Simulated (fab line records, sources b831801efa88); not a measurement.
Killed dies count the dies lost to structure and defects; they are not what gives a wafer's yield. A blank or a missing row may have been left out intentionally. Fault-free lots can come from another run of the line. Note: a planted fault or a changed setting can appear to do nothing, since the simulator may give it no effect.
One fault seen from 2 desks	flow gf180mcu	each desk has only its own numbers; what lay behind them comes last

## DESK OF THE TOOL OWNER: cmp-01
The tool's own readings at GF_V3_CMP_26 (polishes, stops on SiO2, t overpolish 15 s, target thk 0 nm): means of the sampled wafers that have a number, for each lot that ran on this tool. Any lot whose mean is over 4 standard deviations away from the usual mean is out of limits and marked OUT; that distance is given in the brackets.
Columns: A = motor_current_A at GF_V3_CMP_26, usual 10.9 A; B = overpolish_run_s at GF_V3_CMP_26, usual 15.001 s; C = slurry_flow_ml_min at GF_V3_CMP_26, usual 150.0; D = time_to_endpoint_s at GF_V3_CMP_26, usual 83.8 s
lot	first seen here	A	B	C	D
L407	day 22 06:42	10.3	14.992	149.8	81.7
L408	day 22 16:20	11.0	14.989	149.8	83.3
L409	day 23 02:20	10.6	14.991	149.7	82.0
L411	day 23 16:29	10.7	15.009	150.0	85.4
L423	day 28 03:17	10.5	10.010 (-99 or more) OUT	150.0	98.2 (+5.5) OUT
This desk's finding: out of limits on L423; first on L423, day 28 03:17 (overpolish_run_s at GF_V3_CMP_26). L407, L408, L409, L411: within limits.

## THE METROLOGY DESK
Lot by lot, what the gauges showed, no matter which tool ran the lot: averages of those sampled wafers that carry a number. Any lot whose mean is over 4 standard deviations away from the usual mean is out of limits and marked OUT; that distance is given in the brackets.
Columns: A = V3_W_THK at GF_V3_THK_MEAS_25, usual 351 nm
lot	first seen here	A
L407	day 22 06:36	350
L408	day 22 16:16	354
L409	day 23 02:17	355
L410	day 23 12:40	348
L411	day 23 16:26	355
L412	day 24 05:57	351
L413	day 24 15:23	348
L414	day 25 00:37	351
L418	day 26 07:54	349
L423	day 28 03:11	351
L425	day 28 12:40	349
L427	day 29 01:30	345
L429	day 29 12:14	346
This desk found nothing out of limits on any of the 13 lots.

## BROUGHT TOGETHER
An alarm could have come from the tool owner's desk at day 28 03:17, on L423.
From the metrology desk's view, nothing was out of limits.
The metrology desk has L423 on record, within its limits.
Every lot named ran GF_V3_CMP_26 on cmp-01.

## WHAT THE SIMULATOR PUT IN
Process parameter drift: cmp-01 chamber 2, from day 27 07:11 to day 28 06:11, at GF_V3_CMP_26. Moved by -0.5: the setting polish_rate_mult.
Struck lots among those shown: L423.
Delay in hours, fault start to first out-of-limits reading, by desk: the tool owner's desk at 20.
